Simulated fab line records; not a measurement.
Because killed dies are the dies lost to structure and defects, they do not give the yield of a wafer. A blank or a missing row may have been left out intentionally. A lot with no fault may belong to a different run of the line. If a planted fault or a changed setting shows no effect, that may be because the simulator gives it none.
Matching of chambers ; flow sky130 ; SKY_PASSIVATION_CVD_00 on pecvd-03 has 3 sister chambers
The step deposits SiO2, target thk 90 nm. 6 wafers are shown with their chamber, then 7 later ones without.

## WAFERS WITH THEIR CHAMBER
wafer;chamber;heater power w (W)
L699.4;0;826
L709.2;2;828
L709.3;0;817
L709.6;1;621
L711.3;2;696
L711.4;1;612

## WAFERS WITHOUT THEIR CHAMBER
wafer;heater power w (W)
L711.6;681
L714.2;830
L714.3;618
L714.5;689
L718.1;621
L718.5;736
L718.6;627

## THE CHAMBER EACH PASSED THROUGH
wafer;from the rows above;in truth
L711.6;can't be placed: 1 or 2 or 0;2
L714.2;can't be placed: 0 or 2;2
L714.3;1;1
L714.5;can't be placed: 1 or 2 or 0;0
L718.1;1;1
L718.5;can't be placed: 2 or 0 or 1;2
L718.6;1;1
Placed correctly: 3 of 7. Not placeable from these rows: 4 (in 4, the candidates include the true chamber). Wrongly placed: 0.
How it was worked out, from the rows above alone: a wafer's distance from a chamber is the root of the sum, over the readings, of the square of ((its reading less the chamber's mean) divided by the reading's scatter). If the next closest chamber is less than 2 further off than the closest, the wafer can't be placed; otherwise it belongs to the closest. Each chamber's mean is taken over the wafers shown for it. The scatter: the root of (the sum of the squares of (reading less its chamber's mean) over the shown wafers, divided by (wafers less chambers)).
